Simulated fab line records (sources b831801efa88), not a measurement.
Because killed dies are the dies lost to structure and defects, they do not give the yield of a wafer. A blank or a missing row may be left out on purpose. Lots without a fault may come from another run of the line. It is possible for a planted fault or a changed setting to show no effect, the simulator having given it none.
Which tool was responsible? || flow sky130 || 33 wafers from 11 lots sampled at 3 of the route's 708 steps

## WHAT THE GAUGES READ, wafer by wafer
SKY_METAL5_THK_MEAS_06: measures by xrf. Usual: for METAL5_ALCU_THK the level is 1133 nm and the standard deviation is 12.
{"lot": "L651", "measured": "day 44 13:23", "on": "film-metro-03", "METAL5_ALCU_THK (nm)": "1141 1142 1127", "flag": ""}
{"lot": "L652", "measured": "day 44 23:14", "on": "film-metro-02", "METAL5_ALCU_THK (nm)": "1124 1127 1124", "flag": ""}
{"lot": "L653", "measured": "day 45 01:01", "on": "film-metro-03", "METAL5_ALCU_THK (nm)": "1150 1153 1141", "flag": ""}
{"lot": "L656", "measured": "day 46 04:50", "on": "film-metro-04", "METAL5_ALCU_THK (nm)": "1137 1126 1132", "flag": ""}
{"lot": "L657", "measured": "day 46 08:06", "on": "film-metro-02", "METAL5_ALCU_THK (nm)": "1140 1128 1138", "flag": ""}
{"lot": "L658", "measured": "day 46 18:53", "on": "film-metro-04", "METAL5_ALCU_THK (nm)": "1130 1142 1140", "flag": ""}
{"lot": "L659", "measured": "day 47 00:38", "on": "film-metro-04", "METAL5_ALCU_THK (nm)": "1165 1151 1174", "flag": ""}
{"lot": "L660", "measured": "day 47 04:50", "on": "film-metro-02", "METAL5_ALCU_THK (nm)": "1130 1111 1137", "flag": ""}
{"lot": "L662", "measured": "day 47 19:31", "on": "film-metro-02", "METAL5_ALCU_THK (nm)": "1129 1135 1122", "flag": ""}
{"lot": "L663", "measured": "day 48 02:53", "on": "film-metro-02", "METAL5_ALCU_THK (nm)": "1154 1126 1127", "flag": ""}
{"lot": "L673", "measured": "day 49 23:01", "on": "film-metro-02", "METAL5_ALCU_THK (nm)": "1131 1120 1131", "flag": ""}

## TOOL THAT RAN EACH LOT (tool first, then ch and the chambers of the sampled wafers, then the start)
{"lot": "L651", "SKY_METAL4_STRIP_19": "plasma-asher-04 ch 0,1, day 43 11:44", "SKY_METAL5_SPUTTER_00": "pvd-sputter-01, day 44 13:06"}
{"lot": "L652", "SKY_METAL4_STRIP_19": "plasma-asher-01 ch 0,1, day 43 21:02", "SKY_METAL5_SPUTTER_00": "pvd-sputter-01, day 44 22:56"}
{"lot": "L653", "SKY_METAL4_STRIP_19": "plasma-asher-02 ch 0,1, day 43 23:19", "SKY_METAL5_SPUTTER_00": "pvd-sputter-04, day 45 00:44"}
{"lot": "L656", "SKY_METAL4_STRIP_19": "plasma-asher-02 ch 0,1, day 45 03:13", "SKY_METAL5_SPUTTER_00": "pvd-sputter-01, day 46 04:33"}
{"lot": "L657", "SKY_METAL4_STRIP_19": "plasma-asher-02 ch 0,1, day 45 06:32", "SKY_METAL5_SPUTTER_00": "pvd-sputter-01, day 46 07:49"}
{"lot": "L658", "SKY_METAL4_STRIP_19": "plasma-asher-01 ch 0,1, day 45 17:55", "SKY_METAL5_SPUTTER_00": "pvd-sputter-04, day 46 18:35"}
{"lot": "L659", "SKY_METAL4_STRIP_19": "plasma-asher-04 ch 0,1, day 46 00:29", "SKY_METAL5_SPUTTER_00": "pvd-sputter-04, day 47 00:21"}
{"lot": "L660", "SKY_METAL4_STRIP_19": "plasma-asher-04 ch 0,1, day 46 03:35", "SKY_METAL5_SPUTTER_00": "pvd-sputter-03, day 47 04:32"}
{"lot": "L662", "SKY_METAL4_STRIP_19": "plasma-asher-02 ch 0,1, day 46 20:02", "SKY_METAL5_SPUTTER_00": "pvd-sputter-01, day 47 19:12"}
{"lot": "L663", "SKY_METAL4_STRIP_19": "plasma-asher-04 ch 0,1, day 47 02:41", "SKY_METAL5_SPUTTER_00": "pvd-sputter-04, day 48 02:35"}
{"lot": "L673", "SKY_METAL4_STRIP_19": "plasma-asher-04 ch 0,1, day 49 01:11", "SKY_METAL5_SPUTTER_00": "pvd-sputter-01, day 49 22:43"}
- SKY_METAL4_STRIP_19: strips in O2/N2.
- SKY_METAL5_SPUTTER_00: material Ti, target thk 15 nm, time 10 s.

## WHAT THE TOOLS THEMSELVES READ (means of the sampled wafers that have a number; where no wafer has one, the mark that the record gives instead)
SKY_METAL4_STRIP_19. Usual: drypump-motor-current-A 5.8 A, standard deviation 0.68; oes-product-au 0.503 a.u., standard deviation 0.0061; strip-time-to-endpoint-s 6.57 s, standard deviation 0.084.
{"lot": "L651", "tool": "plasma-asher-04", "drypump-motor-current-A (A)": 5.5, "oes-product-au (a.u.)": 0.502, "strip-time-to-endpoint-s (s)": 6.47, "flag": ""}
{"lot": "L652", "tool": "plasma-asher-01", "drypump-motor-current-A (A)": 6.3, "oes-product-au (a.u.)": 0.499, "strip-time-to-endpoint-s (s)": 6.51, "flag": ""}
{"lot": "L653", "tool": "plasma-asher-02", "drypump-motor-current-A (A)": 5.4, "oes-product-au (a.u.)": 0.512, "strip-time-to-endpoint-s (s)": 6.58, "flag": ""}
{"lot": "L656", "tool": "plasma-asher-02", "drypump-motor-current-A (A)": 6.0, "oes-product-au (a.u.)": 0.505, "strip-time-to-endpoint-s (s)": 6.61, "flag": ""}
{"lot": "L657", "tool": "plasma-asher-02", "drypump-motor-current-A (A)": 5.4, "oes-product-au (a.u.)": 0.504, "strip-time-to-endpoint-s (s)": 6.62, "flag": ""}
{"lot": "L658", "tool": "plasma-asher-01", "drypump-motor-current-A (A)": 6.3, "oes-product-au (a.u.)": 0.506, "strip-time-to-endpoint-s (s)": 6.64, "flag": ""}
{"lot": "L659", "tool": "plasma-asher-04", "drypump-motor-current-A (A)": 5.7, "oes-product-au (a.u.)": 0.506, "strip-time-to-endpoint-s (s)": 6.64, "flag": ""}
{"lot": "L660", "tool": "plasma-asher-04", "drypump-motor-current-A (A)": 5.6, "oes-product-au (a.u.)": 0.502, "strip-time-to-endpoint-s (s)": 6.56, "flag": ""}
{"lot": "L662", "tool": "plasma-asher-02", "drypump-motor-current-A (A)": 5.4, "oes-product-au (a.u.)": 0.508, "strip-time-to-endpoint-s (s)": 6.64, "flag": ""}
{"lot": "L663", "tool": "plasma-asher-04", "drypump-motor-current-A (A)": 5.5, "oes-product-au (a.u.)": 0.502, "strip-time-to-endpoint-s (s)": 6.49, "flag": ""}
{"lot": "L673", "tool": "plasma-asher-04", "drypump-motor-current-A (A)": 5.7, "oes-product-au (a.u.)": 0.504, "strip-time-to-endpoint-s (s)": 6.64, "flag": ""}

SKY_METAL5_SPUTTER_00. Usual: throttle-valve-pct at 30.2 %, with a standard deviation of 1.1.
{"lot": "L651", "tool": "pvd-sputter-01", "throttle-valve-pct (%)": 30.5, "flag": ""}
{"lot": "L652", "tool": "pvd-sputter-01", "throttle-valve-pct (%)": 29.7, "flag": ""}
{"lot": "L653", "tool": "pvd-sputter-04", "throttle-valve-pct (%)": 30.8, "flag": ""}
{"lot": "L656", "tool": "pvd-sputter-01", "throttle-valve-pct (%)": 29.8, "flag": ""}
{"lot": "L657", "tool": "pvd-sputter-01", "throttle-valve-pct (%)": 30.6, "flag": ""}
{"lot": "L658", "tool": "pvd-sputter-04", "throttle-valve-pct (%)": 30.8, "flag": ""}
{"lot": "L659", "tool": "pvd-sputter-04", "throttle-valve-pct (%)": 30.6, "flag": ""}
{"lot": "L660", "tool": "pvd-sputter-03", "throttle-valve-pct (%)": 31.5, "flag": ""}
{"lot": "L662", "tool": "pvd-sputter-01", "throttle-valve-pct (%)": 29.8, "flag": ""}
{"lot": "L663", "tool": "pvd-sputter-04", "throttle-valve-pct (%)": 30.9, "flag": ""}
{"lot": "L673", "tool": "pvd-sputter-01", "throttle-valve-pct (%)": 30.2, "flag": ""}

## THE ANSWER, worked out from the rows above alone
Rule: a lot is off if the mean of its wafers that have a number lies more than 3 standard deviations from the usual mean. A lot without any number at a reading at which 4 lots or more have one is off too. Where the step has rows for the other lots, those lots are counted as sound. Order of review: gauges by route order, followed by the tools' own readings, for which a lot's mean as printed above is used. The first step at which some lot is off is used, and at that step the reading that is off furthest; a lot without a number counts as furthest.
None of the lots is off at any reading shown; this tells nothing.

## WHAT THE SIMULATOR HAD INSERTED
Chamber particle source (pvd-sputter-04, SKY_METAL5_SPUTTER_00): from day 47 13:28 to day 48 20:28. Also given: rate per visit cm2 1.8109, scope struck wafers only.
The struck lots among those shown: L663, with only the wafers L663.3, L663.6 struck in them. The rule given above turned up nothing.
